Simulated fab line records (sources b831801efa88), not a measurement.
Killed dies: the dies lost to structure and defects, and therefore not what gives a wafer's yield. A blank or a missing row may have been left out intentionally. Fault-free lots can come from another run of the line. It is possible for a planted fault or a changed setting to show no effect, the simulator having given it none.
Comparing a struck lot with a sound one / flow sky130 / 15 steps out of a route of 708
Sound: wafers L872.1, L872.5, L872.6. Wafers struck: L869.2, L869.4, L869.5. Last of all comes the cause.
For every step that has rows: the tool of each side, followed by ch and its chambers, followed by its first start. Under that, the readings that differ: sound wafers / struck wafers / difference of the means / sigmas: that difference in standard deviations of wafers without a fault.
alike: words and numbers the same on both sides, and readings whose means are apart by under 2 such deviations; not compared: readings that were withheld, readings missing a value for some wafer, numbers with overlapping values and no deviation given by the record, and bounds like >300 which may hide the same value.
The two part at a step that has a row with sigmas, a row that says differs or no value, or rows on one side only. Numbers that don't overlap but have no deviation are shown without sigmas and don't part them. Lack of a reading on every wafer of one side parts them only where that side has two or more wafers.

first, 1 step without rows for these wafers: SKY_VIA4_HDPCVD_00 (deposits SiO2, target thk 1750 nm, time 291.7 s).
SKY_VIA4_THK_MEAS_01:
  sound: film-metro-02 at day 47 08:37; struck: film-metro-02 at day 46 19:14
  alike: VIA4_HDPCVD_THK
SKY_VIA4_CMP_02: polishes SiO2.
  sound on cmp-01 ch 2,3, day 47 08:50; struck on cmp-01 ch 1,2,3, day 46 19:20
  alike: motor-current-A, platen-rpm, slurry-flow-ml-min
SKY_VIA4_BOW_MEAS_03:
  sound: film-metro-02 at day 47 09:05; struck: film-metro-02 at day 46 19:36
  alike: VIA4_BOW
then, 7 steps without rows for these wafers: SKY_VIA4_DEHYDRATE_04 (time 60 s); SKY_VIA4_HMDS_05 (prime time 60 s); SKY_VIA4_COAT_06 (resist thk 1140 nm); SKY_VIA4_SOFTBAKE_07 (time 60 s); SKY_VIA4_EXPOSE_08 (exposes mask VIM4, target cd 800 nm); SKY_VIA4_PEB_09; SKY_VIA4_DEVELOP_10 (develop time 60 s).
SKY_VIA4_OVL_MEAS_11:
  sound: overlay-01 at day 48 04:35; struck: overlay-01 at day 47 14:59
  alike: VIA4_OVL
SKY_VIA4_ETCH_12: etches SiO2 in C4F8/O2/Ar, stops on TiN, target depth 580 nm.
  sound on rie-diel-02 ch 1,2, day 48 04:37; struck on rie-diel-03 ch 0,2, day 47 15:01
  no value came back on the struck wafers for bias-w (W), chamber-pressure-mTorr (mTorr), oes-product-au (a.u.); on the sound wafers bias-w (W) reads 1192 1197 1208
reading=model.NOVOLAK_of_VIA4_COAT_06.thk-nm (nm); sound=1006 1005 1008; struck=1140 1141 1142; difference=+135; sigmas=
SKY_VIA4_STRIP_13: strips in O2/N2.
  sound on plasma-asher-02 ch 0,1, day 48 04:41; struck on plasma-asher-03 ch 0,1, day 47 15:05
reading=strip-time-to-endpoint-s (s); sound=12.800 12.806 12.770; struck=14.170 14.218 14.203; difference=+1.405; sigmas=+48
  alike: drypump-motor-current-A, n2-flow-sccm, oes-product-au
  not compared: rf-hours-counter-h
then, 1 step without rows for these wafers: SKY_VIA4_STRIP_14 (strips in post etch residue remover, time 1200 s).

## WHERE THEY PART
At SKY_VIA4_ETCH_12 first; at SKY_VIA4_STRIP_13 last (within this record only).

WHY: what had been put in by the simulator
Step skipped in full: rie-diel-03, at SKY_VIA4_ETCH_12, from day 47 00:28 onward. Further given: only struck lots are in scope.
